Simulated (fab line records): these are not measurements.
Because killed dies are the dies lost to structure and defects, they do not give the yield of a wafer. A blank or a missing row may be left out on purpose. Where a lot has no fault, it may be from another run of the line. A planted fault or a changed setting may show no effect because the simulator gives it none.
fab line records / flow sky130 / part 2 of 2: steps 30 to 41 of 41
record: lots: 5 wafers: 15 lastDay: 50
route steps=708 shown FIELD_ISO@14 NWELL@32 DNWELL@35 PWDE@45
lots that met no fault: taken from a fault-free run of the same line
startH: hours from the record's first day to the start of the lot's first wafer shown / waitH: hours since the lot's step before / " as in the row above / L1.1+2: one row covering several wafers at once / - no value, or no start was given / * or withheld: withheld / < > ~ a bound
route shown NAME@n: a module of which the file shows steps, and the number in the route of the first / usual: mean and standard deviation over wafers with no fault / same: alike in all rows / chamber/n: place in a boat / sites: per-site readings / _std_site: the values' standard deviation / _edge_site: the outer-site mean with the inner-site mean subtracted / radiusMm: for every site, how far away it sits from the centre of the wafer / mask NAME#n: copy n / behind: the most recent tool/chamber to have shaped the wafer / hold: reason for holding the lot/hours on hold/outcome of the hold / device: the n, p or np transistor that did not switch / end of line: tests of these same wafers at the route's end / a step without rows: its recipe alone / killed: not the wafer's yield, but the dies lost to structure and defects at the first sort / map: per-die view of a wafer (x killed, . not killed, _ where there is no die)
set.NAME: the setting the step ran with; set.NAME@STEP: the setting that earlier step ran with / model.NAME: the simulator's own value behind a step, which no gauge read
a table for each step, a row for each wafer; lots at some steps of the route
services: when a tool's chamber went out of use (startH, in hours from the record's first day, below 0 if earlier), for how many hours, and the reason
== steps ==
step: SKY_DNWELL_STRIP_08
recipe: chemistry: O2/N2 powerW: 1400 pressureMtorr: 1500 platenTempC: withheld o2FlowSccm: 3000 n2FlowSccm: 300 overashFraction: 0.5
usual: drypumpMotorCurrentA: 5.9/0.46 oesProductAu: 0.723/0.0045 stripTimeToEndpointS: 36.91/0.1
lot.wafer=L080.3 tool=plasmaAsher-02 chamber=1 startH=90.85 waitH=0.1 drypumpMotorCurrentA=5.7 oesProductAu=0.727 rfHoursCounterH=- stripTimeToEndpointS=37.05
lot.wafer=L080.4 tool=plasmaAsher-02 chamber=0 startH=90.85 waitH=0.1 drypumpMotorCurrentA=5.9 oesProductAu=0.725 rfHoursCounterH=- stripTimeToEndpointS=37.14
lot.wafer=L080.6 tool=plasmaAsher-02 chamber=1 startH=90.85 waitH=0.1 drypumpMotorCurrentA=5.7 oesProductAu=0.720 rfHoursCounterH=- stripTimeToEndpointS=37.01
lot.wafer=L088.1 tool=plasmaAsher-02 chamber=1 startH=129.10 waitH=0.1 drypumpMotorCurrentA=5.7 oesProductAu=0.719 rfHoursCounterH=1 stripTimeToEndpointS=36.87
lot.wafer=L088.4 tool=plasmaAsher-02 chamber=1 startH=129.10 waitH=0.1 drypumpMotorCurrentA=5.7 oesProductAu=0.731 rfHoursCounterH=- stripTimeToEndpointS=36.87
lot.wafer=L088.5 tool=plasmaAsher-02 chamber=0 startH=129.10 waitH=0.1 drypumpMotorCurrentA=6.0 oesProductAu=0.725 rfHoursCounterH=- stripTimeToEndpointS=37.02
lot.wafer=L091.3 tool=plasmaAsher-01 chamber=1 startH=143.45 waitH=0.1 drypumpMotorCurrentA=6.7 oesProductAu=0.720 rfHoursCounterH=- stripTimeToEndpointS=36.90
lot.wafer=L091.5 tool=plasmaAsher-01 chamber=0 startH=143.45 waitH=0.1 drypumpMotorCurrentA=5.8 oesProductAu=0.725 rfHoursCounterH=- stripTimeToEndpointS=36.81
lot.wafer=L091.6 tool=plasmaAsher-01 chamber=1 startH=143.45 waitH=0.1 drypumpMotorCurrentA=6.7 oesProductAu=0.722 rfHoursCounterH=- stripTimeToEndpointS=36.83
lot.wafer=L094.1 tool=plasmaAsher-01 chamber=0 startH=160.61 waitH=0.1 drypumpMotorCurrentA=5.8 oesProductAu=0.723 rfHoursCounterH=35 stripTimeToEndpointS=36.99
lot.wafer=L094.2 tool=plasmaAsher-01 chamber=1 startH=160.61 waitH=0.1 drypumpMotorCurrentA=6.7 oesProductAu=0.724 rfHoursCounterH=35 stripTimeToEndpointS=37.02
lot.wafer=L094.6 tool=plasmaAsher-01 chamber=0 startH=160.61 waitH=0.1 drypumpMotorCurrentA=5.8 oesProductAu=0.714 rfHoursCounterH=- stripTimeToEndpointS=37.00
lot.wafer=L096.1 tool=plasmaAsher-02 chamber=0 startH=180.69 waitH=0.1 drypumpMotorCurrentA=5.9 oesProductAu=0.719 rfHoursCounterH=6 stripTimeToEndpointS=36.77
lot.wafer=L096.3 tool=plasmaAsher-02 chamber=1 startH=180.69 waitH=0.1 drypumpMotorCurrentA=5.7 oesProductAu=0.731 rfHoursCounterH=- stripTimeToEndpointS=36.74
lot.wafer=L096.4 tool=plasmaAsher-02 chamber=0 startH=180.69 waitH=0.1 drypumpMotorCurrentA=5.9 oesProductAu=0.726 rfHoursCounterH=- stripTimeToEndpointS=36.76
step: SKY_DNWELL_TW_MEAS_09
usual: DNWELL_TW: 1124/13
lot.wafer=L080.3 tool=filmMetro-01 chamber=- startH=90.93 waitH=0.1 DNWELL_TW=1145
lot.wafer=L080.4 tool=filmMetro-01 chamber=- startH=90.93 waitH=0.1 DNWELL_TW=1138
lot.wafer=L080.6 tool=filmMetro-01 chamber=- startH=90.93 waitH=0.1 DNWELL_TW=1139
lot.wafer=L088.1 tool=filmMetro-03 chamber=- startH=129.20 waitH=0.1 DNWELL_TW=1133
lot.wafer=L088.4 tool=filmMetro-03 chamber=- startH=129.20 waitH=0.1 DNWELL_TW=1123
lot.wafer=L088.5 tool=filmMetro-03 chamber=- startH=129.20 waitH=0.1 DNWELL_TW=1121
lot.wafer=L091.3 tool=filmMetro-02 chamber=- startH=143.53 waitH=0.1 DNWELL_TW=1110
lot.wafer=L091.5 tool=filmMetro-02 chamber=- startH=143.53 waitH=0.1 DNWELL_TW=1108
lot.wafer=L091.6 tool=filmMetro-02 chamber=- startH=143.53 waitH=0.1 DNWELL_TW=1111
lot.wafer=L094.1 tool=filmMetro-02 chamber=- startH=160.71 waitH=0.1 DNWELL_TW=1115
lot.wafer=L094.2 tool=filmMetro-02 chamber=- startH=160.71 waitH=0.1 DNWELL_TW=1115
lot.wafer=L094.6 tool=filmMetro-02 chamber=- startH=160.71 waitH=0.1 DNWELL_TW=1115
lot.wafer=L096.1 tool=filmMetro-01 chamber=- startH=180.79 waitH=0.1 DNWELL_TW=1138
lot.wafer=L096.3 tool=filmMetro-01 chamber=- startH=180.79 waitH=0.1 DNWELL_TW=1139
lot.wafer=L096.4 tool=filmMetro-01 chamber=- startH=180.79 waitH=0.1 DNWELL_TW=1138
step: SKY_PWDE_DEHYDRATE_00
recipe: tempC: 200 timeS: 60
same: timeS: 60
lot.wafer=L080.3+4+6 tool=lithoTrack-03 chamber=0 startH=99.26 waitH=8.3
lot.wafer=L088.1+4+5 tool=lithoTrack-04 chamber=0 startH=138.10 waitH=8.9
lot.wafer=L091.3+5+6 tool=lithoTrack-03 chamber=0 startH=152.31 waitH=8.8
lot.wafer=L094.1+2+6 tool=lithoTrack-03 chamber=0 startH=169.31 waitH=8.6
lot.wafer=L096.1+3+4 tool=lithoTrack-03 chamber=0 startH=189.96 waitH=9.2
step: SKY_PWDE_HMDS_01
recipe: primeTimeS: 60 primeTempC: 120
lot.wafer=L080.3+4+6 tool=lithoTrack-03 chamber=0 startH=99.41 waitH=0.1
lot.wafer=L088.1+4+5 tool=lithoTrack-04 chamber=0 startH=138.25 waitH=0.1
lot.wafer=L091.3+5+6 tool=lithoTrack-03 chamber=0 startH=152.46 waitH=0.1
lot.wafer=L094.1+2+6 tool=lithoTrack-03 chamber=0 startH=169.46 waitH=0.1
lot.wafer=L096.1+3+4 tool=lithoTrack-03 chamber=0 startH=190.11 waitH=0.1
step: SKY_PWDE_COAT_02
recipe: spinRpm: 2000 resistThkNm: 3000
lot.wafer=L080.3+4+6 tool=lithoTrack-03 chamber=0 startH=99.56 waitH=0.1
lot.wafer=L088.1+4+5 tool=lithoTrack-04 chamber=0 startH=138.40 waitH=0.1
lot.wafer=L091.3+5+6 tool=lithoTrack-03 chamber=0 startH=152.61 waitH=0.1
lot.wafer=L094.1+2+6 tool=lithoTrack-03 chamber=0 startH=169.61 waitH=0.1
lot.wafer=L096.1+3+4 tool=lithoTrack-03 chamber=0 startH=190.26 waitH=0.1
step: SKY_PWDE_SOFTBAKE_03
recipe: tempC: 110 timeS: withheld
lot.wafer=L080.3+4+6 tool=lithoTrack-03 chamber=0 startH=99.73 waitH=0.1
lot.wafer=L088.1+4+5 tool=lithoTrack-04 chamber=0 startH=138.55 waitH=0.1
lot.wafer=L091.3+5+6 tool=lithoTrack-03 chamber=0 startH=152.78 waitH=0.1
lot.wafer=L094.1+2+6 tool=lithoTrack-03 chamber=0 startH=169.76 waitH=0.1
lot.wafer=L096.1+3+4 tool=lithoTrack-03 chamber=0 startH=190.41 waitH=0.1
step: SKY_PWDE_EXPOSE_04
recipe: maskId: PWDEM na: 0.6 sourceShape: conventional sigmaOuter: 0.6 polarization: unpolarized targetCdNm: 840 doseMj: 214
usual: focusOffsetNm: -0.1/0.6 reticleTempC: 23.01/0.093
same: na: 0.6
lot.wafer=L080.3 tool=ilineStepper-01 chamber=0 startH=- waitH=- mask=PWDEM#0 focusOffsetNm=-0.2 reticleTempC=22.97
lot.wafer=L080.4 tool=ilineStepper-01 chamber=0 startH=- waitH=- mask=PWDEM#0 focusOffsetNm=1.0 reticleTempC=22.86
lot.wafer=L080.6 tool=ilineStepper-01 chamber=0 startH=- waitH=- mask=PWDEM#0 focusOffsetNm=0.7 reticleTempC=23.07
lot.wafer=L088.1 tool=ilineStepper-01 chamber=0 startH=- waitH=- mask=PWDEM#0 focusOffsetNm=-0.3 reticleTempC=23.03
lot.wafer=L088.4 tool=ilineStepper-01 chamber=0 startH=- waitH=- mask=PWDEM#0 focusOffsetNm=-0.2 reticleTempC=22.90
lot.wafer=L088.5 tool=ilineStepper-01 chamber=0 startH=- waitH=- mask=PWDEM#0 focusOffsetNm=-0.9 reticleTempC=23.01
lot.wafer=L091.3 tool=ilineStepper-02 chamber=0 startH=- waitH=- mask=PWDEM#0 focusOffsetNm=-1.5 reticleTempC=23.08
lot.wafer=L091.5 tool=ilineStepper-02 chamber=0 startH=- waitH=- mask=PWDEM#0 focusOffsetNm=-1.1 reticleTempC=22.92
lot.wafer=L091.6 tool=ilineStepper-02 chamber=0 startH=- waitH=- mask=PWDEM#0 focusOffsetNm=-0.5 reticleTempC=23.00
lot.wafer=L094.1 tool=ilineStepper-02 chamber=0 startH=- waitH=- mask=PWDEM#0 focusOffsetNm=0.1 reticleTempC=23.20
lot.wafer=L094.2 tool=ilineStepper-02 chamber=0 startH=- waitH=- mask=PWDEM#0 focusOffsetNm=0.0 reticleTempC=23.21
lot.wafer=L094.6 tool=ilineStepper-02 chamber=0 startH=- waitH=- mask=PWDEM#0 focusOffsetNm=-0.3 reticleTempC=23.24
lot.wafer=L096.1 tool=ilineStepper-02 chamber=0 startH=- waitH=- mask=PWDEM#0 focusOffsetNm=0.2 reticleTempC=23.01
lot.wafer=L096.3 tool=ilineStepper-02 chamber=0 startH=- waitH=- mask=PWDEM#0 focusOffsetNm=0.5 reticleTempC=22.85
lot.wafer=L096.4 tool=ilineStepper-02 chamber=0 startH=- waitH=- mask=PWDEM#0 focusOffsetNm=0.3 reticleTempC=22.96
step: SKY_PWDE_PEB_05
recipe: tempC: 115 timeS: withheld
lot.wafer=L080.3+4+6 tool=lithoTrack-02 chamber=0 startH=- waitH=-
lot.wafer=L088.1+4+5 tool=lithoTrack-03 chamber=0 startH=- waitH=-
lot.wafer=L091.3+5+6 tool=lithoTrack-03 chamber=0 startH=- waitH=-
lot.wafer=L094.1+2+6 tool=lithoTrack-03 chamber=0 startH=- waitH=-
lot.wafer=L096.1+3+4 tool=lithoTrack-03 chamber=0 startH=- waitH=-
step: SKY_PWDE_DEVELOP_06
recipe: wallAngleDeg: 90 developer: TMAH developTimeS: 60 devTempC: 23
lot.wafer=L080.3+4+6 tool=lithoTrack-02 chamber=0 startH=- waitH=-
lot.wafer=L088.1+4+5 tool=lithoTrack-03 chamber=0 startH=- waitH=-
lot.wafer=L091.3+5+6 tool=lithoTrack-03 chamber=0 startH=- waitH=-
lot.wafer=L094.1+2+6 tool=lithoTrack-03 chamber=0 startH=- waitH=-
lot.wafer=L096.1+3+4 tool=lithoTrack-03 chamber=0 startH=- waitH=-
step: SKY_PWDE_OVL_MEAS_07
usual: PWDE_OVL: 0.3/1.2
lot.wafer=L080.3 tool=overlay-01 chamber=- startH=108.63 waitH=- PWDE_OVL[nm]=0.3
lot.wafer=L080.4 tool=overlay-01 chamber=- startH=108.63 waitH=- PWDE_OVL[nm]=0.7
lot.wafer=L080.6 tool=overlay-01 chamber=- startH=108.63 waitH=- PWDE_OVL[nm]=0.1
lot.wafer=L088.1 tool=overlay-02 chamber=- startH=148.01 waitH=- PWDE_OVL[nm]=-1.3
lot.wafer=L088.4 tool=overlay-02 chamber=- startH=148.01 waitH=- PWDE_OVL[nm]=-1.4
lot.wafer=L088.5 tool=overlay-02 chamber=- startH=148.01 waitH=- PWDE_OVL[nm]=-0.3
lot.wafer=L091.3 tool=overlay-02 chamber=- startH=162.13 waitH=- PWDE_OVL[nm]=1.9
lot.wafer=L091.5 tool=overlay-02 chamber=- startH=162.13 waitH=- PWDE_OVL[nm]=1.5
lot.wafer=L091.6 tool=overlay-02 chamber=- startH=162.13 waitH=- PWDE_OVL[nm]=3.3
lot.wafer=L094.1 tool=overlay-02 chamber=- startH=180.16 waitH=- PWDE_OVL[nm]=0.7
lot.wafer=L094.2 tool=overlay-02 chamber=- startH=180.16 waitH=- PWDE_OVL[nm]=-1.4
lot.wafer=L094.6 tool=overlay-02 chamber=- startH=180.16 waitH=- PWDE_OVL[nm]=0.7
lot.wafer=L096.1 tool=overlay-01 chamber=- startH=201.41 waitH=- PWDE_OVL[nm]=0.5
lot.wafer=L096.3 tool=overlay-01 chamber=- startH=201.41 waitH=- PWDE_OVL[nm]=1.1
lot.wafer=L096.4 tool=overlay-01 chamber=- startH=201.41 waitH=- PWDE_OVL[nm]=1.4
step: SKY_PWDE_IMPLANT_08
recipe: species: B energyKev: 150 doseCm2: 3.6e+12 tiltDeg: withheld
lot.wafer=L080.3+4+6 tool=implanter-01 chamber=0 startH=108.70 waitH=0.1
lot.wafer=L088.1+4+5 tool=implanter-03 chamber=0 startH=148.05 waitH=0.0
lot.wafer=L091.3+5+6 tool=implanter-02 chamber=0 startH=162.20 waitH=0.1
lot.wafer=L094.1+2+6 tool=implanter-01 chamber=0 startH=180.20 waitH=0.0
lot.wafer=L096.1+3+4 tool=implanter-03 chamber=0 startH=201.45 waitH=0.0
step: SKY_PWDE_STRIP_09
recipe: chemistry: O2/N2 powerW: 1400 pressureMtorr: 1500 platenTempC: withheld o2FlowSccm: 3000 n2FlowSccm: 300 overashFraction: 0.5
usual: drypumpMotorCurrentA: 5.6/0.5 oesProductAu: 0.723/0.0043 stripTimeToEndpointS: 36.98/0.11
lot.wafer=L080.3 tool=plasmaAsher-03 chamber=0 startH=108.83 waitH=0.1 drypumpMotorCurrentA=5.2 oesProductAu=0.718 rfHoursCounterH=- stripTimeToEndpointS=36.98
lot.wafer=L080.4 tool=plasmaAsher-03 chamber=1 startH=108.83 waitH=0.1 drypumpMotorCurrentA=5.3 oesProductAu=0.719 rfHoursCounterH=- stripTimeToEndpointS=37.03
lot.wafer=L080.6 tool=plasmaAsher-03 chamber=0 startH=108.83 waitH=0.1 drypumpMotorCurrentA=5.3 oesProductAu=0.730 rfHoursCounterH=- stripTimeToEndpointS=37.05
lot.wafer=L088.1 tool=plasmaAsher-01 chamber=0 startH=148.20 waitH=0.1 drypumpMotorCurrentA=5.8 oesProductAu=0.725 rfHoursCounterH=34 stripTimeToEndpointS=36.89
lot.wafer=L088.4 tool=plasmaAsher-01 chamber=0 startH=148.20 waitH=0.1 drypumpMotorCurrentA=5.8 oesProductAu=0.726 rfHoursCounterH=- stripTimeToEndpointS=36.92
lot.wafer=L088.5 tool=plasmaAsher-01 chamber=1 startH=148.20 waitH=0.1 drypumpMotorCurrentA=6.7 oesProductAu=0.721 rfHoursCounterH=- stripTimeToEndpointS=36.99
lot.wafer=L091.3 tool=plasmaAsher-04 chamber=1 startH=162.33 waitH=0.1 drypumpMotorCurrentA=5.9 oesProductAu=0.725 rfHoursCounterH=- stripTimeToEndpointS=37.06
lot.wafer=L091.5 tool=plasmaAsher-04 chamber=0 startH=162.33 waitH=0.1 drypumpMotorCurrentA=5.2 oesProductAu=0.720 rfHoursCounterH=- stripTimeToEndpointS=37.14
lot.wafer=L091.6 tool=plasmaAsher-04 chamber=1 startH=162.33 waitH=0.1 drypumpMotorCurrentA=5.9 oesProductAu=0.719 rfHoursCounterH=- stripTimeToEndpointS=37.05
lot.wafer=L094.1 tool=plasmaAsher-01 chamber=0 startH=180.35 waitH=0.1 drypumpMotorCurrentA=5.8 oesProductAu=0.721 rfHoursCounterH=37 stripTimeToEndpointS=37.04
lot.wafer=L094.2 tool=plasmaAsher-01 chamber=1 startH=180.35 waitH=0.1 drypumpMotorCurrentA=6.7 oesProductAu=0.727 rfHoursCounterH=37 stripTimeToEndpointS=36.94
lot.wafer=L094.6 tool=plasmaAsher-01 chamber=0 startH=180.35 waitH=0.1 drypumpMotorCurrentA=5.8 oesProductAu=0.725 rfHoursCounterH=- stripTimeToEndpointS=37.13
lot.wafer=L096.1 tool=plasmaAsher-04 chamber=1 startH=201.60 waitH=0.1 drypumpMotorCurrentA=5.9 oesProductAu=0.719 rfHoursCounterH=50 stripTimeToEndpointS=36.90
lot.wafer=L096.3 tool=plasmaAsher-04 chamber=0 startH=201.60 waitH=0.1 drypumpMotorCurrentA=5.2 oesProductAu=0.721 rfHoursCounterH=- stripTimeToEndpointS=36.72
lot.wafer=L096.4 tool=plasmaAsher-04 chamber=1 startH=201.60 waitH=0.1 drypumpMotorCurrentA=5.9 oesProductAu=0.722 rfHoursCounterH=- stripTimeToEndpointS=36.75
== services ==
tool=rieDiel-04 chamber=1 startH=39.61 hours=8.6 kind=repair
tool=ilineStepper-02 chamber=- startH=40.04 hours=1.7 kind=pm
tool=implanter-03 chamber=- startH=42.08 hours=24.2 kind=pm
tool=rieDiel-04 chamber=0 startH=42.44 hours=8.9 kind=repair
tool=plasmaAsher-01 chamber=- startH=48.49 hours=2.7 kind=repair
tool=rieDiel-04 chamber=1 startH=59.89 hours=1.4 kind=repair
tool=furnace-02 chamber=- startH=62.56 hours=3.7 kind=pm
tool=plasmaAsher-04 chamber=- startH=78.17 hours=0.7 kind=repair
tool=implanter-03 chamber=- startH=79.74 hours=1.4 kind=repair
tool=wetBench-03 chamber=- startH=83.29 hours=1.9 kind=pm
tool=implanter-03 chamber=- startH=89.25 hours=0.7 kind=repair
tool=rieDiel-04 chamber=1 startH=104.89 hours=8.2 kind=repair
tool=plasmaAsher-02 chamber=- startH=108.75 hours=9.0 kind=pm
tool=ilineStepper-02 chamber=- startH=110.51 hours=1.0 kind=repair
tool=rieDiel-04 chamber=- startH=111.02 hours=4.3 kind=pm
tool=plasmaAsher-04 chamber=- startH=119.11 hours=3.1 kind=repair
tool=rieDiel-04 chamber=1 startH=120.78 hours=5.3 kind=repair
tool=hdpcvd-02 chamber=- startH=129.70 hours=1.9 kind=repair
tool=implanter-03 chamber=- startH=129.75 hours=3.0 kind=repair
tool=furnace-02 chamber=- startH=184.22 hours=4.6 kind=pm
tool=wetBench-02 chamber=- startH=190.23 hours=4.4 kind=pm
tool=implanter-03 chamber=- startH=192.37 hours=6.5 kind=pm
tool=rieDiel-04 chamber=3 startH=192.53 hours=3.9 kind=repair
tool=rieDiel-04 chamber=3 startH=199.50 hours=8.0 kind=repair
